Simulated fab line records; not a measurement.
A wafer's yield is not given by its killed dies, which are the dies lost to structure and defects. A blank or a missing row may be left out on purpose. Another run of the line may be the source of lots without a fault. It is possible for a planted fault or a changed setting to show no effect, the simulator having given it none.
Which of the tools did it?    flow sky130    Sampling: 11 lots, 33 wafers, 3 of 708 route steps

== WHAT THE GAUGES SHOWED, per wafer ==
SKY_CAPM_THK_MEAS_01.
lot   measured      on             CAPM_CVD_00_THK (nm)
L496  day 36 07:29  film metro-02  15.70 15.78 15.77
L497  day 36 12:11  film metro-02  15.26 15.56 15.47
L498  day 36 15:28  film metro-02  15.38 15.50 15.72
L499  day 37 02:13  film metro-01  15.70 15.55 15.71
L500  day 37 08:21  film metro-01  15.33 15.68 15.45
L501  day 38 07:17  film metro-02  15.46 15.56 15.55
L507  day 39 19:11  film metro-02  15.58 15.41 15.86
L511  day 41 13:39  film metro-01  15.65 15.62 15.63
L516  day 42 04:53  film metro-02  15.20 15.73 15.91
L518  day 42 21:23  film metro-02  15.64 15.05 15.60
L519  day 43 04:13  film metro-02  15.53 15.81 15.57

SKY_CAPM_OVL_MEAS_12.
lot   measured      on          CAPM_OVL (nm)
L496  day 37 08:58  overlay-01  -0.9 -1.2 -1.3
L497  day 37 13:47  overlay-01  -1.1 -0.6 -0.8
L498  day 37 17:26  overlay-01  0.7 -0.1 0.3
L499  day 38 03:32  overlay-02  1.5 0.9 1.4
L500  day 38 09:35  overlay-01  0.6 -0.7 0.6
L501  day 39 07:58  overlay-01  -2.5 -1.2 -0.8
L507  day 40 19:29  overlay-02  -2.1 -2.5 -2.0
L511  day 42 12:23  overlay-02  -1.4 -2.7 -1.2
L516  day 43 04:02  overlay-01  0.1 -0.8 0.8
L518  day 43 20:29  overlay-02  -1.8 -0.1 -0.5
L519  day 44 03:06  overlay-02  -0.6 -0.7 -1.8

SKY_METAL3_CD_MEAS_13: target cd 300 nm.
lot   measured      on         cd nm (nm)
L496  day 38 11:21  cd sem-02  299.6 300.4 300.2
L497  day 38 15:38  cd sem-01  299.3 300.1 299.9
L498  day 38 18:48  cd sem-02  300.1 300.4 298.4
L499  day 39 04:40  cd sem-01  301.6 301.7 301.3
L500  day 39 11:29  cd sem-01  300.4 301.5 300.4
L501  day 40 08:11  cd sem-01  303.1 301.3 302.2
L507  day 41 20:18  cd sem-02  297.6 298.4 297.8
L511  day 43 11:51  cd sem-01  300.1 300.1 300.3
L516  day 44 03:09  cd sem-01  300.3 299.2 299.7
L518  day 44 19:08  cd sem-01  299.6 300.6 300.4
L519  day 45 02:14  cd sem-01  300.1 300.0 300.0

== WHICH TOOL RAN EACH LOT (tool, then ch and the chambers of the sampled wafers, then the start) ==
The record shows no process step preceding these readings.

== WHAT THE TOOLS THEMSELVES READ (means of the sampled wafers that have a number; where no wafer has one, the mark that the record gives instead) ==
The record holds no such reading with a usual standard deviation.

== THE ANSWER, worked out from the rows above alone ==
Rule: usual is defined by the lots themselves. The widest of any qualifying gaps counts: lots, ordered by their means at a reading, are off when they make up no more than a third of the lots, leave a main group of 4 or more, and stand apart from it by 3 or more times the standard deviation of that group's means. Not used: any main group whose means are identical at the precision the tables above print for the reading. Also off: a lot with no number at a reading for which 4 or more lots have one. The other lots that the step has rows for count as sound. Order of review: gauges by route order, followed by the tools' own readings, for which a lot's mean as printed above is used. At the first step where some lot is off, the reading lying furthest off is the one used; lots without a number count as furthest.
Across all readings shown, no lot is off: no conclusion can be drawn from this.

== WHAT THE SIMULATOR HAD INSERTED ==
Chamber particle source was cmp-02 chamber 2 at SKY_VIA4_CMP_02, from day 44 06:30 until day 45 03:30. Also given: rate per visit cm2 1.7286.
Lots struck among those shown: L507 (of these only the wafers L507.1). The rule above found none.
